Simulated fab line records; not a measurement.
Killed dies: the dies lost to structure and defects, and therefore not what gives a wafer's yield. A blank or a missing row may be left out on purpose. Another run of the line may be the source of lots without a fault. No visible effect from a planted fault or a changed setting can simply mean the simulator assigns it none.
Matching of chambers | flow sky130 | SKY_VIA4_CMP_02 on cmp-02: 4 sister chambers
The step polishes SiO2. 16 wafers are shown with their chamber, then 8 later ones without.

WAFERS WITH THEIR CHAMBER
wafer  | chamber | motor-current-A (A) | retaining-ring-pressure-frac | platen-rpm (rpm)
L074.1 | 1       | 10.7                | 1.010                        | 60.05
L074.5 | 1       | 11.2                | 1.005                        | 60.03
L074.6 | 0       | 10.9                | 1.000                        | 59.97
L076.3 | 1       | 10.6                | 1.011                        | 60.04
L076.4 | 2       | 12.8                | 0.994                        | 60.08
L076.5 | 1       | 10.6                | 1.005                        | 59.94
L077.3 | 1       | 11.2                | 1.001                        | 60.02
L077.4 | 2       | 12.5                | 0.996                        | 60.01
L077.6 | 1       | 10.7                | 1.002                        | 59.97
L080.3 | 2       | 13.1                | 1.007                        | 60.00
L080.4 | 1       | 11.3                | 1.001                        | 60.04
L080.5 | 1       | 10.5                | 1.004                        | 59.97
L082.2 | 3       | 12.7                | 0.995                        | 59.99
L082.3 | 0       | 11.7                | 0.993                        | 60.02
L082.6 | 0       | 11.5                | 0.997                        | 60.01
L089.2 | 1       | 11.5                | 0.994                        | 60.05

SIGNATURES (means of the wafers above)
reading                      | chamber 0 | chamber 1 | chamber 2 | chamber 3 | scatter within a chamber
motor-current-A              | 11.367    | 10.922    | 12.800    | 12.700    | 0.37
retaining-ring-pressure-frac | 0.99667   | 1.00367   | 0.99900   | 0.99500   | 0.00525
platen-rpm                   | 60.0000   | 60.0122   | 60.0300   | 59.9900   | 0.0395
Rule: a wafer's distance from a chamber is the root of the sum, over the readings, of the square of ((its reading less the chamber's mean) divided by the reading's scatter). If the next closest chamber is less than 2 further off than the closest, the wafer can't be placed; otherwise it belongs to the closest. The scatter: take each reading less its chamber's mean, square it, sum over the shown wafers, divide by the number of wafers less the number of chambers, and take the root.

WAFERS WITH NO CHAMBER GIVEN
wafer  | motor-current-A (A) | retaining-ring-pressure-frac | platen-rpm (rpm)
L089.5 | 10.9                | 1.003                        | 59.99
L089.6 | 11.5                | 0.996                        | 59.97
L092.2 | 10.7                | 0.990                        | 59.96
L092.4 | 11.7                | 1.004                        | 59.99
L092.5 | 13.3                | 0.998                        | 59.98
L090.2 | 11.1                | 1.004                        | 60.05
L090.3 | 10.7                | 1.005                        | 59.95
L090.5 | 11.2                | 1.006                        | 60.04

WHICH CHAMBER EACH ONE RAN IN
wafer  | from the rows above               | in truth
L089.5 | can't be placed: 1 or 0           | 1
L089.6 | can't be placed: 0 or 1           | 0
L092.2 | can't be placed: 0 or 1           | 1
L092.4 | can't be placed: 0 or 1 or 3 or 2 | 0
L092.5 | can't be placed: 3 or 2           | 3
L090.2 | can't be placed: 1 or 0           | 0
L090.3 | can't be placed: 1 or 0           | 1
L090.5 | can't be placed: 1 or 0           | 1
Placed correctly: 0 of 8. Cannot be placed on the basis of these rows: 8; the candidates contain the true chamber in 8. Number placed wrongly: 0.
